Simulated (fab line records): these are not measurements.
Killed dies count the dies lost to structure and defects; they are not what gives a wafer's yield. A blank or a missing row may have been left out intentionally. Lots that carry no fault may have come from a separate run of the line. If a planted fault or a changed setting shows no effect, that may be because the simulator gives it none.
A lot that was struck, set against a sound lot	flow gf180mcu	17 steps out of a route of 602
Sound: these wafers, L163.1, L163.2, L163.6. Struck: wafers L171.2, L171.4, L171.6. The cause is named last.
Order at every step that has rows: each side's tool, ch and its chambers, its first start. Under that, the readings that differ: sound wafers	struck wafers	difference of the means	sigmas: that difference in standard deviations of wafers without a fault.
alike: same words and numbers on both sides, and readings whose means sit less than 2 such deviations apart. not compared: any withheld reading, any reading some wafer has no value for, any bound like >300 that may hide the same value, and any number with overlapping values for which the record gives no deviation.
A row with sigmas, a row that says differs or no value, or rows on one side alone: a step with any of these is where the two part. Numbers that have no deviation but don't overlap get no sigmas and don't part them. Lack of a reading on every wafer of one side parts them only where that side has two or more wafers.

first, 2 steps without rows for these wafers: GF_VT_IMPLANT_PEB_16; GF_VT_IMPLANT_DEVELOP_17 (develop time 60 s).
GF_VT_IMPLANT_OVL_MEAS_18:
  sound: overlay-02 at day 7 16:49; struck: overlay-02 at day 9 23:04
  alike: VT_IMPLANT_01_OVL
following that, these wafers have no rows for 1 step: GF_VT_IMPLANT_IMPLANT_19.
GF_VT_IMPLANT_STRIP_20: strips in O2/N2.
  sound on plasma_asher-04 ch 0,1, day 7 17:00; struck on plasma_asher-01 ch 0,1, day 9 23:15
reading	sound	struck	difference	sigmas
heater_power_w (W)	342 361 338	277 282 280	-67	-2
  alike: drypump_motor_current_A, oes_product_au, strip_time_to_endpoint_s
  not compared: rf_hours_counter_h
GF_VT_IMPLANT_TW_MEAS_21:
  sound: film_metro-04 at day 7 17:06; struck: film_metro-03 at day 9 23:22
  alike: VT_IMPLANT_2_TW
then, 6 steps without rows for these wafers: GF_VT_IMPLANT_DEHYDRATE_22 (time 60 s); GF_VT_IMPLANT_HMDS_23 (prime time 60 s); GF_VT_IMPLANT_COAT_24 (resist thk 1000 nm); GF_VT_IMPLANT_SOFTBAKE_25 (time 60 s); GF_VT_IMPLANT_EXPOSE_26 (exposes mask LVPWELL HV AREA, target cd 860 nm); GF_VT_IMPLANT_PEB_27.
GF_VT_IMPLANT_DEVELOP_28: develop time 60 s.
  sound on litho_track-02 ch 0, day 8 09:22; struck on litho_track-02 ch 0, day 10 17:11
GF_VT_IMPLANT_OVL_MEAS_29:
  sound: overlay-01 at day 8 09:31; struck: overlay-02 at day 10 17:19
reading	sound	struck	difference	sigmas
VT_IMPLANT_02_OVL (nm)	0.8 -0.9 -0.4	- - -	no value on the struck wafers	
following that, these wafers have no rows for 1 step: GF_VT_IMPLANT_IMPLANT_30.
GF_VT_IMPLANT_STRIP_31: strips in O2/N2.
  sound on plasma_asher-04 ch 0,1, day 8 09:42; struck on plasma_asher-02 ch 0,1, day 10 17:30
  alike: drypump_motor_current_A, heater_power_w, oes_product_au, strip_time_to_endpoint_s
  not compared: rf_hours_counter_h
GF_VT_IMPLANT_TW_MEAS_32:
  sound: film_metro-04 at day 8 09:48; struck: film_metro-04 at day 10 17:50
reading	sound	struck	difference	sigmas
VT_IMPLANT_3_TW	269.8 270.2 268.9	30.1 30.2 30.1	-239.5	-99 or more
  not compared: hold

WHERE THEY PART
First at GF_VT_IMPLANT_STRIP_20; last, within this record, at GF_VT_IMPLANT_TW_MEAS_32.

WHY: whatever the simulator had introduced
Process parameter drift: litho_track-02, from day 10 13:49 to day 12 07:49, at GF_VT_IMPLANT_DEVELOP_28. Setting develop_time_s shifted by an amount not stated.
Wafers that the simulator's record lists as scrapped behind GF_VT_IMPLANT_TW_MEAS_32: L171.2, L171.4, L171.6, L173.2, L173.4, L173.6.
